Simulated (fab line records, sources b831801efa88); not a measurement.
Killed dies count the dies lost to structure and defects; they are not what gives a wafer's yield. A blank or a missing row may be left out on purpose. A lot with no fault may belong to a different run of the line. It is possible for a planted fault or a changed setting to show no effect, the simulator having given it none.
Matching of chambers :: flow gf180mcu :: GF_V2_ETCH_16 on rieDiel-03: 4 sister chambers
The step etches BARC in N2/H2. 8 wafers are shown with their chamber, then 8 later ones without.

== EACH WAFER AND ITS CHAMBER ==
wafer: L074.4
chamber: 1
drypumpMotorCurrentA (A): 5.4
oesProductAu (a.u.): 0.864

wafer: L078.3
chamber: 1
drypumpMotorCurrentA (A): 5.4
oesProductAu (a.u.): 0.852

wafer: L080.1
chamber: 0
drypumpMotorCurrentA (A): 6.0
oesProductAu (a.u.): 0.852

wafer: L080.6
chamber: 2
drypumpMotorCurrentA (A): 5.8
oesProductAu (a.u.): 0.848

wafer: L087.2
chamber: 0
drypumpMotorCurrentA (A): 6.1
oesProductAu (a.u.): 0.856

wafer: L087.3
chamber: 2
drypumpMotorCurrentA (A): 5.8
oesProductAu (a.u.): 0.857

wafer: L087.4
chamber: 3
drypumpMotorCurrentA (A): 5.4
oesProductAu (a.u.): 0.847

wafer: L088.1
chamber: 3
drypumpMotorCurrentA (A): 5.4
oesProductAu (a.u.): 0.857

== WAFERS WHOSE CHAMBER IS MISSING ==
wafer: L088.2
drypumpMotorCurrentA (A): 6.0
oesProductAu (a.u.): 0.857

wafer: L088.3
drypumpMotorCurrentA (A): 5.4
oesProductAu (a.u.): 0.858

wafer: L092.2
drypumpMotorCurrentA (A): 5.5
oesProductAu (a.u.): 0.859

wafer: L092.4
drypumpMotorCurrentA (A): 5.4
oesProductAu (a.u.): 0.848

wafer: L092.6
drypumpMotorCurrentA (A): 5.7
oesProductAu (a.u.): 0.851

wafer: L095.2
drypumpMotorCurrentA (A): 5.4
oesProductAu (a.u.): 0.851

wafer: L095.4
drypumpMotorCurrentA (A): 5.5
oesProductAu (a.u.): 0.856

wafer: L095.5
drypumpMotorCurrentA (A): 5.7
oesProductAu (a.u.): 0.858

== EACH ONE'S CHAMBER ==
wafer: L088.2
from the rows above: 0
in truth: 0

wafer: L088.3
from the rows above: can't be placed: 1 or 3
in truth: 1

wafer: L092.2
from the rows above: can't be placed: 1 or 3
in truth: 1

wafer: L092.4
from the rows above: can't be placed: 3 or 1
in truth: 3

wafer: L092.6
from the rows above: 2
in truth: 2

wafer: L095.2
from the rows above: can't be placed: 3 or 1
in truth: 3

wafer: L095.4
from the rows above: can't be placed: 1 or 3
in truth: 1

wafer: L095.5
from the rows above: 2
in truth: 2
3 of 8 placed correctly. Unplaceable from these rows: 5, with the true chamber sitting among the candidates in 5. Placed wrongly: 0.
How it was worked out, from the rows above alone: a wafer's distance from a chamber is the root of the sum, over the readings, of the square of ((its reading less the chamber's mean) divided by the reading's scatter). The wafer belongs to the nearest chamber; if the next one is less than 2 further off, it can't be placed. For every chamber, the mean is computed from those of its wafers that are shown. The scatter is the square root of a quotient: the sum, over the shown wafers, of each reading's squared deviation from its chamber's mean, divided by wafers minus chambers.
